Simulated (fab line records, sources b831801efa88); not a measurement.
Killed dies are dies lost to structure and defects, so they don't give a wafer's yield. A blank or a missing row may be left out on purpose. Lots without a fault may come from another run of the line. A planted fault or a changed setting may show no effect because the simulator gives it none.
A struck lot beside a sound one | flow sky130 | 16 steps out of a route of 708
Sound: wafers L637.1, L637.4, L637.6. Struck: wafers L643.1, L643.2, L643.4. The cause comes at the end.
At each step with rows: each side's tool, then ch and its chambers, then its first start. Under that, the readings that differ: sound wafers | struck wafers | difference of the means | sigmas: that difference in standard deviations of wafers without a fault.
alike: readings whose means differ by less than 2 such deviations, and words and numbers that are the same on both sides. not compared: withheld readings, readings that some wafer has no value for, bounds like >300 that may hide the same value, and numbers for which the record gives no deviation and whose values overlap.
The two part at a step that has a row with sigmas, a row that says differs or no value, or rows on one side only. Numbers that don't overlap but have no deviation are shown without sigmas and don't part them. A reading that every wafer of one side lacks parts them only if that side has two wafers or more.

first, 3 steps without rows for these wafers: SKY_METAL2_EXPOSE_12 (exposes mask MM2, target cd 140 nm); SKY_METAL2_PEB_13; SKY_METAL2_DEVELOP_14 (develop time 60 s).
SKY_METAL2_CD_MEAS_15: target cd 140 nm.
  sound on cd_sem-02, day 36 09:47; struck on cd_sem-01, day 37 15:58
  alike: cd_nm
SKY_METAL2_OVL_MEAS_16:
  sound on overlay-02, day 36 09:55; struck on overlay-02, day 37 16:05
  alike: METAL2_OVL
SKY_METAL2_DESCUM_17: chemistry O2, time 8 s.
  sound on rie_metal-01 ch 0,1, day 36 09:56; struck on rie_metal-01 ch 0,1, day 37 16:07
  alike: drypump_motor_current_A, oes_product_au
  not compared: rf_hours_counter_h
SKY_METAL2_ETCH_18: etches BARC in N2/H2, stops on SiO2, time 45.9 s, target depth 60 nm.
  sound on rie_metal-01 ch 0,1, day 36 09:59; struck on rie_metal-01 ch 0,1, day 37 16:09
  alike: drypump_motor_current_A, oes_product_au, throttle_valve_pct
  not compared: rf_hours_counter_h
SKY_METAL2_METAL_ETCH_19: etches the open film in Cl2/BCl3, stops on SiO2, target depth 360 nm, time 78 s.
  sound on rie_metal-01 ch 0,1, day 36 10:02; struck on rie_metal-01 ch 0,1, day 37 16:13
  alike: drypump_motor_current_A, oes_product_au, throttle_valve_pct
  not compared: rf_hours_counter_h
SKY_METAL2_STRIP_20: strips in O2/N2.
  sound on plasma_asher-03 ch 0,1, day 36 10:08; struck on plasma_asher-03 ch 0,1, day 37 16:19
  alike: drypump_motor_current_A, oes_product_au, strip_time_to_endpoint_s
  not compared: rf_hours_counter_h
then, 3 steps without rows for these wafers: SKY_METAL2_STRIP_21 (strips in post etch residue remover, time 1200 s); SKY_METAL2_CLEAN_22 (cleans in IPA, time 180 s); SKY_METAL2_CLEAN_23 (cleans in O3/DIW).
SKY_VIA2_HDPCVD_00: deposits SiO2, target thk 1180 nm, time 196.7 s.
  sound on hdpcvd-01 ch 2, day 36 10:44; struck on hdpcvd-02 ch 0,1,2, day 37 17:11
SKY_VIA2_THK_MEAS_01:
  sound on film_metro-04, day 36 10:55; struck on film_metro-04, day 37 17:19
  reading              | sound          | struck         | difference | sigmas
  VIA2_HDPCVD_THK (nm) | 1193 1183 1179 | 2375 2384 2408 | +1204      | +93
SKY_VIA2_CMP_02: polishes SiO2.
  sound on cmp-02 ch 0,2,3, day 36 11:05; struck on cmp-01 ch 0,2,3, day 37 17:23
  alike: motor_current_A, slurry_filter_dp_kPa
-- the record jumps here: 10 days lie between the struck wafers' starts before and after (it left off in module VIA2 and takes up again in module PAD_OPEN, whose first step shown is number 708 of the route) --
SKY_PAD_OPEN_PROBE_99:
  sound on prober-02, day 46 21:03; struck on prober-01, day 47 16:03
  alike: defect_limited_yield, killed_at_M0_to_M3, killed_at_M4_up, killed_at_contacts, killed_at_front_end, killed_at_other, killed_dies, killed_open, killed_short, sort_bin_3_pad_short, sort_bin_5_function, sort_bin_6_memory, sort_n_pass, sort_yield_pct

WHERE THEY PART
Only at SKY_VIA2_THK_MEAS_01, within this record. Later steps at which nothing parts them and some readings are alike: SKY_VIA2_CMP_02, SKY_PAD_OPEN_PROBE_99.

WHY: what the simulator had put in
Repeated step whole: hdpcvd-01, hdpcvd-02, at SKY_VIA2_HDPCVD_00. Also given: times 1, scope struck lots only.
